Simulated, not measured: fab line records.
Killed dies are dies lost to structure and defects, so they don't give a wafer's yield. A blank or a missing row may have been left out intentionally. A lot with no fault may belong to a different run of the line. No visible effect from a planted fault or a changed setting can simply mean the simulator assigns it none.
Matching of chambers | flow sfqLine | SFQ_TRILAYER_I7_VIA_ETCH_VIA_ETCH_190 on rieDiel-03: 4 sister chambers
The step etches SiO2 in CHF3, stops on Nb, target depth 260 nm. 14 wafers are shown with their chamber, then 6 later ones without.

## WAFERS PAIRED WITH THEIR CHAMBERS
wafer  | chamber | drypumpMotorCurrentA (A) | oesProductAu (a.u.)
L619.1 | 3       | 5.5                      | 0.852
L619.4 | 1       | 5.9                      | 0.841
L619.6 | 3       | 5.5                      | 0.855
L623.2 | 2       | 6.0                      | 0.855
L623.4 | 1       | 5.9                      | 0.850
L623.6 | 2       | 6.0                      | 0.845
L626.1 | 0       | 6.2                      | 0.849
L626.4 | 2       | 6.0                      | 0.846
L626.6 | 1       | 5.9                      | 0.845
L630.3 | 3       | 5.5                      | 0.848
L630.4 | 1       | 5.9                      | 0.859
L630.5 | 2       | 5.9                      | 0.851
L632.1 | 2       | 6.0                      | 0.850
L632.6 | 0       | 6.2                      | 0.860

SIGNATURES (means of the wafers above)
reading              | chamber 0 | chamber 1 | chamber 2 | chamber 3 | scatter within a chamber
drypumpMotorCurrentA | 6.200     | 5.900     | 5.980     | 5.500     | 0.0283
oesProductAu         | 0.85450   | 0.84875   | 0.84940   | 0.85167   | 0.00575
Rule: distance of a wafer from a chamber = root of the sum over the readings of ((wafer's reading minus chamber's mean) / reading's scatter) squared. The wafer belongs to the nearest chamber; if the next one is less than 2 further off, it can't be placed. The scatter: the root of (the sum of the squares of (reading less its chamber's mean) over the shown wafers, divided by (wafers less chambers)).

## WAFERS WITHOUT THEIR CHAMBER
wafer  | drypumpMotorCurrentA (A) | oesProductAu (a.u.)
L636.3 | 5.5                      | 0.841
L636.5 | 6.2                      | 0.850
L636.6 | 5.9                      | 0.852
L638.1 | 5.9                      | 0.860
L638.3 | 6.0                      | 0.862
L638.5 | 6.1                      | 0.854

## THE CHAMBER EACH PASSED THROUGH
wafer  | from the rows above     | in truth
L636.3 | 3                       | 3
L636.5 | 0                       | 0
L636.6 | 1                       | 1
L638.1 | can't be placed: 1 or 2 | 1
L638.3 | can't be placed: 2 or 1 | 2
L638.5 | can't be placed: 0 or 2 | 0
3 of 6 placed correctly. From these rows, 3 cannot be placed; in 3 the true chamber is one of the candidates. Number placed wrongly: 0.
